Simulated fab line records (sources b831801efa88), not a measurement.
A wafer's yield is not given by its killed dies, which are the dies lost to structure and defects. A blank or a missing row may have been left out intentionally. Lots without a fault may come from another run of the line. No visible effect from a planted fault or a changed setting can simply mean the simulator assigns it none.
Chamber matching ; flow sfq line ; cmp-02 running SFQ_TRILAYER_I2_CMP_CMP_064: 4 sister chambers
The step polishes SiO2. 4 wafers are shown with their chamber, then 8 later ones without.

WAFERS WITH THEIR CHAMBER
wafer;chamber;motor current A (A)
L247.3;1;10.3
L257.2;2;11.9
L259.2;0;10.1
L266.2;3;9.1

WAFERS WHOSE CHAMBER IS MISSING
wafer;motor current A (A)
L266.3;9.6
L266.6;8.4
L267.1;10.0
L267.2;10.1
L267.6;10.0
L268.4;10.2
L268.1;8.3
L268.2;11.7

WHICH CHAMBER EACH WENT THROUGH
wafer;from the rows above;in truth
L266.3;can't be placed: 0 or 3 or 1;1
L266.6;3;3
L267.1;can't be placed: 0 or 1 or 3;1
L267.2;can't be placed: 0 or 1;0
L267.6;can't be placed: 0 or 1 or 3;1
L268.4;can't be placed: 0 or 1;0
L268.1;3;3
L268.2;2;2
Placed correctly: 3 of 8. Can't be placed from these rows: 5 (the true chamber is among the candidates in 5). Placed wrongly: 0.
How it was worked out, from the rows above alone: a wafer's distance from a chamber is the root of the sum, over the readings, of the square of ((its reading less the chamber's mean) divided by the reading's scatter). If the next closest chamber is less than 2 further off than the closest, the wafer can't be placed; otherwise it belongs to the closest. The mean given for a chamber averages the wafers shown for that chamber. The scatter: root of mean squared gap, hidden wafer to nearest shown wafer, with one shown wafer a chamber.
